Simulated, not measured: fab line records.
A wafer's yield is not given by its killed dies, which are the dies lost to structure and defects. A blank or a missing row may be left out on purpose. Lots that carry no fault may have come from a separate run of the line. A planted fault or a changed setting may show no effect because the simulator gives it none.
Tool commonality check / flow sky130 / 11 lots and 33 wafers in the sample

WHAT PROMPTED THE OPENING
Of 11 lots, 2 have the reading VT_ADJUST_NCORE_TW flagged at SKY_VT_ADJUST_NCORE_TW_MEAS_11. Fault-free wafers read 218.2, with a standard deviation of 1.5.
Rule: a lot gets a flag if all its wafers with a number sit over 4 standard deviations from that mean, or if no wafer of it has a number. The rest of the lots are taken to be sound.

lot=L615; measured=day 8 11:17; on=film_metro-01; VT_ADJUST_NCORE_TW, wafer by wafer=216.3 215.8 216.6; flag=
lot=L616; measured=day 8 17:32; on=film_metro-04; VT_ADJUST_NCORE_TW, wafer by wafer=219.7 218.8 219.0; flag=
lot=L618; measured=day 9 09:56; on=film_metro-03; VT_ADJUST_NCORE_TW, wafer by wafer=219.5 221.6 220.0; flag=
lot=L620; measured=day 10 01:13; on=film_metro-03; VT_ADJUST_NCORE_TW, wafer by wafer=220.9 222.5 220.8; flag=
lot=L622; measured=day 10 15:28; on=film_metro-01; VT_ADJUST_NCORE_TW, wafer by wafer=230.2 228.0 228.4; flag=FLAGGED
lot=L627; measured=day 12 00:22; on=film_metro-01; VT_ADJUST_NCORE_TW, wafer by wafer=226.2 226.8 227.2; flag=FLAGGED
lot=L634; measured=day 14 12:53; on=film_metro-01; VT_ADJUST_NCORE_TW, wafer by wafer=217.3 218.1 217.1; flag=
lot=L635; measured=day 14 17:10; on=film_metro-03; VT_ADJUST_NCORE_TW, wafer by wafer=219.7 219.2 220.4; flag=
lot=L636; measured=day 14 21:50; on=film_metro-04; VT_ADJUST_NCORE_TW, wafer by wafer=219.3 218.7 218.7; flag=
lot=L638; measured=day 15 06:05; on=film_metro-01; VT_ADJUST_NCORE_TW, wafer by wafer=217.7 217.5 216.0; flag=
lot=L637; measured=day 15 09:37; on=film_metro-04; VT_ADJUST_NCORE_TW, wafer by wafer=218.7 218.8 217.5; flag=
The mean of the flagged lots' numbers is 227.8, +9.6 from the usual (+6 standard deviations).

WHICH TOOL RAN EACH LOT
The record holds 3 process steps before the reading, out of a route of 708 steps. Cell contents, in order: the tool; ch with the chambers the sampled wafers went through; the start.
lot=L615; flag=; SKY_FIELD_ISO_ETCH_17=rie_si-02 ch 0,2, day 2 05:45; SKY_FIELD_ISO_CMP_27=cmp-01 ch 0,1,2, day 2 09:08; SKY_VT_ADJUST_NCORE_IMPLANT_09=implanter-02 ch 0, day 8 11:02
lot=L616; flag=; SKY_FIELD_ISO_ETCH_17=rie_si-02 ch 0,2, day 2 11:29; SKY_FIELD_ISO_CMP_27=cmp-01 ch 0,2,3, day 2 14:46; SKY_VT_ADJUST_NCORE_IMPLANT_09=implanter-01 ch 0, day 8 17:19
lot=L618; flag=; SKY_FIELD_ISO_ETCH_17=rie_si-01 ch 0,2, day 2 21:03; SKY_FIELD_ISO_CMP_27=cmp-02 ch 0,1, day 3 01:34; SKY_VT_ADJUST_NCORE_IMPLANT_09=implanter-02 ch 0, day 9 09:43
lot=L620; flag=; SKY_FIELD_ISO_ETCH_17=rie_si-01 ch 0,1,2, day 3 07:44; SKY_FIELD_ISO_CMP_27=cmp-02 ch 2,3, day 3 12:13; SKY_VT_ADJUST_NCORE_IMPLANT_09=implanter-01 ch 0, day 10 00:59
lot=L622; flag=FLAGGED; SKY_FIELD_ISO_ETCH_17=rie_si-02 ch 0,1, day 3 17:46; SKY_FIELD_ISO_CMP_27=cmp-01 ch 1,3, day 3 23:05; SKY_VT_ADJUST_NCORE_IMPLANT_09=implanter-01 ch 0, day 10 15:14
lot=L627; flag=FLAGGED; SKY_FIELD_ISO_ETCH_17=rie_si-02 ch 0,1,3, day 4 20:11; SKY_FIELD_ISO_CMP_27=cmp-01 ch 0,1,2, day 4 23:27; SKY_VT_ADJUST_NCORE_IMPLANT_09=implanter-01 ch 0, day 12 00:08
lot=L634; flag=; SKY_FIELD_ISO_ETCH_17=rie_si-02 ch 0,3, day 6 06:13; SKY_FIELD_ISO_CMP_27=cmp-02 ch 0,2,3, day 6 15:46; SKY_VT_ADJUST_NCORE_IMPLANT_09=implanter-01 ch 0, day 14 12:38
lot=L635; flag=; SKY_FIELD_ISO_ETCH_17=rie_si-02 ch 1,2, day 6 16:11; SKY_FIELD_ISO_CMP_27=cmp-02 ch 0,2,3, day 6 21:29; SKY_VT_ADJUST_NCORE_IMPLANT_09=implanter-01 ch 0, day 14 16:55
lot=L636; flag=; SKY_FIELD_ISO_ETCH_17=rie_si-01 ch 0,1,2, day 6 19:40; SKY_FIELD_ISO_CMP_27=cmp-02 ch 0,1,3, day 7 00:27; SKY_VT_ADJUST_NCORE_IMPLANT_09=implanter-03 ch 0, day 14 21:36
lot=L638; flag=; SKY_FIELD_ISO_ETCH_17=rie_si-01 ch 0,2, day 7 06:17; SKY_FIELD_ISO_CMP_27=cmp-01 ch 0,2, day 7 09:46; SKY_VT_ADJUST_NCORE_IMPLANT_09=implanter-03 ch 0, day 15 05:50
lot=L637; flag=; SKY_FIELD_ISO_ETCH_17=rie_si-02 ch 0,3, day 7 05:02; SKY_FIELD_ISO_CMP_27=cmp-01 ch 0,2,3, day 7 09:33; SKY_VT_ADJUST_NCORE_IMPLANT_09=implanter-01 ch 0, day 15 09:22
What is done by these steps:
- SKY_FIELD_ISO_ETCH_17: etches Si in HBr/Cl2/O2, target depth 342 nm, time 97.7 s.
- SKY_FIELD_ISO_CMP_27: polishes, stops on Si3N4, t overpolish 16 s, target thk 457.8 nm.
- SKY_VT_ADJUST_NCORE_IMPLANT_09
- SKY_VT_ADJUST_NCORE_TW_MEAS_11

FLAGGED OVER TOTAL, TOOL BY TOOL (the gauges that took the reading come last)
step=SKY_FIELD_ISO_ETCH_17; tool=rie_si-01; lots run=4; flagged=0; share of the flagged lots=none; sound lots run after its first flagged lot=-
step=SKY_FIELD_ISO_ETCH_17; tool=rie_si-02; lots run=7; flagged=2; share of the flagged lots=all; sound lots run after its first flagged lot=3 (L634,L635,L637)
step=SKY_FIELD_ISO_CMP_27; tool=cmp-01; lots run=6; flagged=2; share of the flagged lots=all; sound lots run after its first flagged lot=2 (L637,L638)
step=SKY_FIELD_ISO_CMP_27; tool=cmp-02; lots run=5; flagged=0; share of the flagged lots=none; sound lots run after its first flagged lot=-
step=SKY_VT_ADJUST_NCORE_IMPLANT_09; tool=implanter-01; lots run=7; flagged=2; share of the flagged lots=all; sound lots run after its first flagged lot=3 (L634,L635,L637)
step=SKY_VT_ADJUST_NCORE_IMPLANT_09; tool=implanter-02; lots run=2; flagged=0; share of the flagged lots=none; sound lots run after its first flagged lot=-
step=SKY_VT_ADJUST_NCORE_IMPLANT_09; tool=implanter-03; lots run=2; flagged=0; share of the flagged lots=none; sound lots run after its first flagged lot=-
step=SKY_VT_ADJUST_NCORE_TW_MEAS_11; tool=film_metro-01; lots run=5; flagged=2; share of the flagged lots=all; sound lots run after its first flagged lot=2 (L634,L638)
step=SKY_VT_ADJUST_NCORE_TW_MEAS_11; tool=film_metro-03; lots run=3; flagged=0; share of the flagged lots=none; sound lots run after its first flagged lot=-
step=SKY_VT_ADJUST_NCORE_TW_MEAS_11; tool=film_metro-04; lots run=3; flagged=0; share of the flagged lots=none; sound lots run after its first flagged lot=-

WHAT THE TABLE PERMITS
4 rows of the table ran every flagged lot: rie_si-02 at SKY_FIELD_ISO_ETCH_17, cmp-01 at SKY_FIELD_ISO_CMP_27, implanter-01 at SKY_VT_ADJUST_NCORE_IMPLANT_09, film_metro-01 at SKY_VT_ADJUST_NCORE_TW_MEAS_11.
- rie_si-02 at SKY_FIELD_ISO_ETCH_17 ran 7 lots, 2 of them flagged. Lots that were sound ran on it after the first flagged one (L634, L635, L637); a persistent fault on the entire tool would not allow that.
- cmp-01 at SKY_FIELD_ISO_CMP_27 ran 6 lots, 2 of them flagged. Lots that were sound ran on it after the first flagged one (L637, L638); a persistent fault on the entire tool would not allow that.
- implanter-01 at SKY_VT_ADJUST_NCORE_IMPLANT_09 ran 7 lots, 2 of them flagged. Lots that were sound ran on it after the first flagged one (L634, L635, L637); a persistent fault on the entire tool would not allow that. Its own readings (beam_on_s, faraday_current_uA) fall more than 4 standard deviations out on all wafers of the flagged lots.
- film_metro-01 at SKY_VT_ADJUST_NCORE_TW_MEAS_11 ran 5 lots, 2 of them flagged. Lots that were sound ran on it after the first flagged one (L634, L638); a persistent fault on the entire tool would not allow that.
There is no row in the table that ran each flagged lot and no sound lot after the first.

WHAT WAS PUT IN BY THE SIMULATOR
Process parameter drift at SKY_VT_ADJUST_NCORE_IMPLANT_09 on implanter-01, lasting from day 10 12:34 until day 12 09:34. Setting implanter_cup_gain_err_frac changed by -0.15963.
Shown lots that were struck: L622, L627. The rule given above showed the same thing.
